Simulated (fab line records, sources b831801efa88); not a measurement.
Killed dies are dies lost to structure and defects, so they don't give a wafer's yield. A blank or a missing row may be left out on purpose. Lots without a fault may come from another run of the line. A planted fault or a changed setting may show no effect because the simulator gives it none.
Which tool did it? | flow gf180mcu | 6 lots, 18 wafers sampled, at 2 steps of a route of 602

WHAT THE GAUGES READ, wafer by wafer
GF_PSD_RS_MEAS_14: measures by four-point-probe.
lot  | measured     | on            | NSD_RS (ohm/sq)
L556 | day 14 18:28 | film_metro-02 | 46.10 46.07 46.25
L559 | day 15 21:13 | film_metro-02 | 46.19 46.16 46.11
L564 | day 17 08:23 | film_metro-04 | 46.06 46.05 46.00
L566 | day 18 04:53 | film_metro-02 | 46.14 46.10 46.19
L568 | day 18 20:55 | film_metro-01 | 46.15 46.18 46.18
L574 | day 20 23:31 | film_metro-01 | 40.93 40.93 40.88

WHICH TOOL RAN EACH LOT (tool, then ch and the chambers of the sampled wafers, then the start)
lot  | GF_PSD_RTA_13
L556 | rtp_anneal-01 ch 0, day 14 18:23
L559 | rtp_anneal-01 ch 0, day 15 21:08
L564 | rtp_anneal-02 ch 0, day 17 08:19
L566 | rtp_anneal-02 ch 0, day 18 04:49
L568 | rtp_anneal-02 ch 0, day 18 20:49
L574 | rtp_anneal-02 ch 0, day 20 23:25
- GF_PSD_RTA_13: time 20 s.

THE ANSWER, worked out from the rows above alone
Rule: what is usual is taken from the lots themselves. Put in order of their means at a reading, lots are off if they are a third of the lots or fewer, leave a main group of 4 or more, and stand apart from it by a gap of 3 or more times the standard deviation of the main group's means; of several such gaps the widest counts. A main group whose means are all the same, to the digits that the tables above print for the reading, isn't used. A lot without any number at a reading at which 4 lots or more have one is off too. The other lots that the step has rows for count as sound.
Off: L574, at GF_PSD_RS_MEAS_14 (NSD_RS). The main group: mean 46.13 ohm/sq, standard deviation 0.047.
A tool fits if, at a process step before that reading, it ran every lot that is off, and no sound lot after the first of them. The gauges at GF_PSD_RS_MEAS_14 are tried like those tools. Can't be told from this: 2 tools fit, rtp_anneal-02 at GF_PSD_RTA_13, film_metro-01 at GF_PSD_RS_MEAS_14.

WHAT THE SIMULATOR HAD PUT IN
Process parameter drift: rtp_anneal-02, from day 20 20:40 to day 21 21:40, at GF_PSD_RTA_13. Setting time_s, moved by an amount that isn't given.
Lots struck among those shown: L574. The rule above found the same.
